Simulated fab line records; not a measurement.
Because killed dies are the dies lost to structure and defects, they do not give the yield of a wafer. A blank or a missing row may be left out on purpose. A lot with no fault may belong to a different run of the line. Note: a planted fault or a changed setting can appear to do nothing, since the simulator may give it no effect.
fab line records	flow sfq_line
[record] lots = 14	wafers = 42	last_day = 78
route steps=325 shown M4@149
lots that met no fault: taken from a fault-free run of the same line
start_h: the number of hours between the record's first day and the start of the first shown wafer of the lot	wait_h: hours from the lot's prior step to this one	" as in the row above	L1.1+2: several wafers, shown together as one row	- no value present, or no start provided	* or withheld: withheld	< > ~ a bound
route shown NAME@n: names a module that has steps shown in the file, with the first one's number in the route	usual: mean/standard deviation of fault-free wafers	same: alike in all rows	chamber/n: place in a boat	sites: each site's reading	_std_site: their standard deviation	_edge_site: mean of outer sites minus mean of inner sites	radius_mm: for every site, how far away it sits from the centre of the wafer	mask NAME#n: copy n	behind: the tool/chamber that last shaped the wafer	hold: the reason the lot was held/the length of the hold in hours/how it ended	device: transistor that didn't switch, given as n, p or np	end of line: the same wafers' tests at the end of the route	a step with no rows: only its recipe	killed: count of dies lost to structure and defects at first sort (not the wafer's yield)	map: the dies of a wafer, with x for killed, . for not killed, _ for no die there
set.NAME: setting as actually run; set.NAME@STEP: the setting as run at that earlier step	model.NAME: the simulator's own value behind a step, which no gauge read
steps of the route over a sample of lots; a table a step, a row a wafer
services: a tool's chamber out of use, with start hour (start_h, from the record's first day; less than 0 if before it), hours out, and reason
[[steps]]
[step SFQ_TRILAYER_M4_DEP_SPUTTER_091]
[recipe] material = Nb	base_pressure_pa = 1.33e-06	chamber_pressure_pa = 0.1333	substrate_temp_c = 20	resputter_cathode_voltage_v = 400	target_thk_nm = 200	power_w = 2000	time_s = 133.3
[usual] base_pressure_pa = 1.34e-06/8.7e-08	substrate_temp_c = 19.99/0.11	throttle_valve_pct = 29.7/0.64
lot.wafer	tool	chamber	start_h	wait_h	base_pressure_pa	substrate_temp_c	throttle_valve_pct
L370.1	pvd_sputter-05	-	754.91	0.0	1.41e-06	20.00	29.5
L370.2	"	-	"	"	1.3e-06	20.07	29.8
L370.6	"	-	"	"	1.28e-06	19.98	29.4
L373.1	pvd_sputter-04	-	783.47	0.0	1.31e-06	19.95	28.6
L373.2	"	-	"	"	1.39e-06	19.95	29.8
L373.3	"	-	"	"	1.45e-06	20.06	30.2
L375.1	pvd_sputter-06	-	804.87	0.0	1.38e-06	19.86	29.4
L375.3	"	-	"	"	1.41e-06	19.90	28.2
L375.6	"	-	"	"	1.39e-06	20.01	29.7
L376.1	pvd_sputter-06	-	815.24	0.0	1.36e-06	19.98	29.8
L376.4	"	-	"	"	1.34e-06	20.12	29.8
L376.5	"	-	"	"	1.33e-06	19.84	29.6
L377.3	pvd_sputter-06	-	827.24	0.0	1.3e-06	20.11	30.0
L377.5	"	-	"	"	1.27e-06	20.25	29.8
L377.6	"	-	"	"	1.5e-06	19.94	29.4
L378.2	pvd_sputter-05	-	839.24	0.0	1.33e-06	19.87	29.7
L378.3	"	-	"	"	1.45e-06	20.06	30.2
L378.4	"	-	"	"	1.34e-06	20.01	30.5
L381.1	pvd_sputter-05	-	864.97	0.0	1.32e-06	19.92	29.6
L381.3	"	-	"	"	1.42e-06	19.95	30.4
L381.5	"	-	"	"	1.31e-06	20.05	29.8
L383.2	pvd_sputter-04	-	873.37	0.0	1.45e-06	19.91	30.0
L383.4	"	-	"	"	1.21e-06	20.12	29.7
L383.6	"	-	"	"	1.41e-06	20.07	29.8
L384.1	pvd_sputter-04	-	881.77	0.0	1.29e-06	20.12	29.7
L384.3	"	-	"	"	1.4e-06	20.10	28.6
L384.4	"	-	"	"	1.4e-06	19.93	30.2
L385.3	pvd_sputter-06	-	898.38	0.0	1.32e-06	19.99	29.5
L385.4	"	-	"	"	1.29e-06	19.98	28.5
L385.6	"	-	"	"	1.37e-06	19.99	29.7
L386.1	pvd_sputter-06	-	910.37	0.0	1.33e-06	20.14	29.7
L386.3	"	-	"	"	1.45e-06	20.13	28.5
L386.6	"	-	"	"	1.32e-06	19.93	28.0
L387.1	pvd_sputter-05	-	914.57	0.0	1.35e-06	20.14	30.4
L387.3	"	-	"	"	1.39e-06	20.05	29.6
L387.4	"	-	"	"	1.29e-06	20.04	29.7
L388.1	pvd_sputter-06	-	923.57	0.0	1.23e-06	20.13	29.7
L388.2	"	-	"	"	1.39e-06	20.04	29.8
L388.4	"	-	"	"	1.35e-06	19.92	29.4
L390.1	pvd_sputter-05	-	949.52	0.0	1.39e-06	20.12	29.8
L390.3	"	-	"	"	1.3e-06	20.03	29.3
L390.4	"	-	"	"	1.41e-06	19.77	30.4
[step SFQ_M4_RS_MEAS_924]
[recipe] thk_meas_gauge = four-point-probe	reads = Nb_of_TRILAYER_M4_DEP_SPUTTER_091
[usual] M4_NB_RS = 0.890/0.01
lot.wafer	tool	chamber	start_h	wait_h	M4_NB_RS[ohm/sq]
L370.1	film_metro-02	-	755.00	0.0	0.879
L370.2	"	-	"	"	0.875
L370.6	"	-	"	"	0.875
L373.1	film_metro-03	-	783.56	0.0	0.890
L373.2	"	-	"	"	0.919
L373.3	"	-	"	"	0.902
L375.1	film_metro-03	-	804.98	0.1	0.889
L375.3	"	-	"	"	0.891
L375.6	"	-	"	"	0.891
L376.1	film_metro-01	-	815.34	0.0	0.899
L376.4	"	-	"	"	0.900
L376.5	"	-	"	"	0.894
L377.3	film_metro-03	-	827.38	0.1	0.893
L377.5	"	-	"	"	0.895
L377.6	"	-	"	"	0.893
L378.2	film_metro-03	-	839.36	0.1	0.888
L378.3	"	-	"	"	0.903
L378.4	"	-	"	"	0.897
L381.1	film_metro-03	-	865.06	0.0	0.891
L381.3	"	-	"	"	0.893
L381.5	"	-	"	"	0.901
L383.2	film_metro-03	-	873.48	0.1	0.883
L383.4	"	-	"	"	0.894
L383.6	"	-	"	"	0.900
L384.1	film_metro-03	-	881.86	0.0	0.900
L384.3	"	-	"	"	0.868
L384.4	"	-	"	"	0.877
L385.3	film_metro-03	-	898.51	0.1	0.887
L385.4	"	-	"	"	0.878
L385.6	"	-	"	"	0.887
L386.1	film_metro-03	-	910.46	0.0	0.603
L386.3	"	-	"	"	0.604
L386.6	"	-	"	"	0.881
L387.1	film_metro-03	-	914.66	0.0	0.895
L387.3	"	-	"	"	0.885
L387.4	"	-	"	"	0.901
L388.1	film_metro-03	-	923.66	0.0	0.605
L388.2	"	-	"	"	0.887
L388.4	"	-	"	"	0.874
L390.1	film_metro-01	-	949.62	0.1	0.874
L390.3	"	-	"	"	0.881
L390.4	"	-	"	"	0.898
[step SFQ_TRILAYER_M4_ETCH_METAL_ETCH_096]
[recipe] target = Nb	stop_on = SiO2	mask_material = PR	chemistry = Cl2/Ar	target_depth_nm = 240	icp_w = 600	bias_w = 80	pressure_mtorr = 10	time_s = 120
[usual] drypump_motor_current_A = 5.97/0.27	oes_product_au = 0.894/0.0074
lot.wafer	tool	chamber	start_h	wait_h	drypump_motor_current_A	oes_product_au	rf_hours_counter_h
L370.1	rie_metal-01	1	824.15	0.0	6.31	0.892	119
L370.2	"	0	"	"	6.23	0.897	145
L370.6	"	0	"	"	6.20	0.900	-
L373.1	rie_metal-01	0	852.75	0.0	6.22	0.889	150
L373.2	"	1	"	"	6.35	0.885	125
L373.3	"	1	"	"	6.37	0.889	-
L375.1	rie_metal-04	1	876.85	0.0	6.07	0.892	4
L375.3	"	0	"	"	5.85	0.897	-
L375.6	"	1	"	"	6.06	0.891	-
L376.1	rie_metal-04	0	884.05	0.0	5.81	0.890	145
L376.4	"	1	"	"	6.05	0.885	-
L376.5	"	1	"	"	6.05	0.886	-
L377.3	rie_metal-04	0	895.65	0.1	5.83	0.890	-
L377.5	"	1	"	"	6.09	0.901	-
L377.6	"	0	"	"	5.85	0.895	-
L378.2	rie_metal-04	0	904.00	0.0	5.82	0.899	148
L378.3	"	1	"	"	6.09	0.887	-
L378.4	"	0	"	"	5.84	0.888	-
L381.1	rie_metal-01	1	924.40	0.0	6.31	0.895	137
L381.3	"	0	"	"	6.22	0.894	-
L381.5	"	1	"	"	6.36	0.888	-
L383.2	rie_metal-04	1	931.60	0.0	6.05	0.890	15
L383.4	"	0	"	"	5.88	0.895	-
L383.6	"	1	"	"	6.04	0.889	-
L384.1	rie_metal-01	0	937.60	0.0	6.22	0.895	165
L384.3	"	0	"	"	6.23	0.907	-
L384.4	"	1	"	"	6.36	0.907	-
L385.3	rie_metal-02	0	953.14	0.1	5.58	0.898	-
L385.4	"	1	"	"	5.74	0.905	-
L385.6	"	1	"	"	5.75	0.897	-
L386.1	rie_metal-02	0	962.70	0.0	5.58	0.986	77
L386.3	"	0	"	"	5.59	0.990	-
L386.6	"	0	"	"	5.56	0.901	-
L387.1	rie_metal-01	0	966.30	0.0	6.20	0.887	170
L387.3	"	0	"	"	6.18	0.897	-
L387.4	"	1	"	"	6.34	0.891	-
L388.1	rie_metal-01	0	974.70	0.0	6.19	1.010	172
L388.2	"	1	"	"	6.33	0.889	147
L388.4	"	0	"	"	6.18	0.904	-
L390.1	rie_metal-02	0	996.40	0.1	5.53	0.903	85
L390.3	"	0	"	"	5.53	0.901	-
L390.4	"	0	"	"	5.54	0.887	-
[[services]]
tool	chamber	start_h	hours	kind
pvd_sputter-06	-	741.28	2.0	repair
rie_metal-02	-	749.28	2.8	pm
pvd_sputter-06	-	754.81	2.0	repair
rie_metal-04	1	782.74	5.4	repair
rie_metal-04	-	826.84	1.4	pm
pvd_sputter-04	-	831.97	1.9	repair
rie_metal-04	1	836.92	-	clean
rie_metal-04	1	836.92	18.4	scheduled_down
rie_metal-04	1	836.92	18.4	vent_cycle
pvd_sputter-05	-	895.42	5.0	repair
pvd_sputter-04	-	931.63	1.2	repair
pvd_sputter-06	3	937.21	-	consumable_replace:kit
pvd_sputter-06	3	937.21	18.0	scheduled_down
pvd_sputter-06	3	937.21	18.0	vent_cycle
pvd_sputter-06	-	952.90	5.7	repair
pvd_sputter-06	-	972.97	1.6	repair
rie_metal-04	1	980.50	10.8	repair
rie_metal-02	1	986.23	-	clean
rie_metal-02	1	986.23	22.3	scheduled_down
rie_metal-02	1	986.23	22.3	vent_cycle
[[key]]
[first_sign] step = SFQ_M4_RS_MEAS_924	reading = M4_NB_RS	direction = down	sigmas = 28	usual = 0.890	struck = 0.604
[effect] step = SFQ_TRILAYER_M4_ETCH_METAL_ETCH_096	reading = oes_product_au	direction = up	sigmas = 14	usual = 0.894	struck = 0.995
met_at SFQ_TRILAYER_M4_DEP_SPUTTER_091
struck_lots L386,L388
struck_wafers L386.1,L386.3,L388.1
onset_between 898.38 910.37
[fault] kind = process_parameter_drift	tool = pvd_sputter-06	chamber = -	onset_h = 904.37	steps = SFQ_TRILAYER_M4_DEP_SPUTTER_091	channel = target_thk_nm	offset = 93.91	shape = step	end_h = 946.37	scope = struck_wafers_only	acts_in = these_recipes_only	stated = 200
